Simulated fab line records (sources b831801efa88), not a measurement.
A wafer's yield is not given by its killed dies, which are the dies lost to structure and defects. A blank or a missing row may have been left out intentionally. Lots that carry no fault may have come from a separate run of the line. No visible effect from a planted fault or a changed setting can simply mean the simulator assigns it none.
Code-filled problem report in 8D (eight disciplines) form -- flow sky130 -- the parts of the form that need people (team, actions taken, sign-off) are left out

1. THE ISSUE
stripTimeToEndpointS at SKY_VIA1_STRIP_16 reads a mean of 4.326 s on 2 wafers of 2 lots; wafers without a fault read 4.455 s with a standard deviation of 0.017. Relative to the usual mean, that is a shift of -7.6 standard deviations.
The step: strips in O2/N2.
The first sign was on wafer L264.3 at day 36 02:55, on plasmaAsher-03. The record has a number at this step for 36 wafers belonging to 12 lots. The rule behind "out" and "out of limits": a value lying over 4 standard deviations away from the usual mean. Any other wafer with a number is counted as sound.

2. WHAT IT IS, AND WHAT IT ISN'T
question,is,is not
which readings at this step,stripTimeToEndpointS,drypumpMotorCurrentA
which lots,"L264, L271","L257, L258, L259, L260, L261, L272, L273, L274, L278, L280"
which wafers of those lots,"L264.3, L271.4","L264.1, L264.5, L271.1, L271.6"
read on which tools,"plasmaAsher-01, plasmaAsher-03",plasmaAsher-04
when,from day 36 02:55,"up to then (17 sound wafers); but 17 sound wafers of L271, L272, L273, L274, L278, L280 came after"

3. SUSPECTS, AND WHAT RULES EACH OUT
Counting: any tool at a process step up to the reading remains a suspect provided it ran every lot that is out. Sound lots after the first of them don't rule it out here, since some wafers of a struck lot are sound.
- lithoTrack-02 at SKY_VIA1_COAT_07 (resist thk 450 nm): kept. It ran every lot that is out, first L264 (day 35 13:00); its last sound lot up to then is L261 (day 34 09:00).
Remaining after the count: lithoTrack-02 at SKY_VIA1_COAT_07.

4. THE CAUSE (what the simulator had put in)
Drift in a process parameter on lithoTrack-02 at SKY_VIA1_COAT_07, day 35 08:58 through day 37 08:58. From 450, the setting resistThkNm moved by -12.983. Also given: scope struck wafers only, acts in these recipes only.
This tool alone remained once counting was done.

5. THE EFFECT CHAIN, in route order
Rows list readings where the struck wafers' mean (over those with a number) sits beyond 3 standard deviations from the usual. Scope: only readings with a usual standard deviation given in the record; hours: median across lots of the time from each lot's start at the first step in this table that gives one to its start at this step; sigmas: change in usual standard deviations.
hours,step,reading,usual,on struck wafers,change,sigmas
0,SKY_VIA1_STRIP_16,stripTimeToEndpointS,4.455 s,4.326,-0.129,-7.6
261,SKY_PAD_OPEN_PROBE_99,sort_bin_3_pad_short,0.8 %,2.2,+1.4,+3.5
Process steps it contains:
- SKY_VIA1_STRIP_16: strips in O2/N2.
- SKY_PAD_OPEN_PROBE_99

6. WHAT WOULD HAVE CAUGHT IT SOONER
In this record no reading fell out of limits until day 36 02:55, 18 hours after the fault had begun at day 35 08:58.
Among the 2 lots that are out, L271 began SKY_VIA1_COAT_07 on lithoTrack-02 after day 36 02:55. It would have been spared by a hold on the tool at that moment.
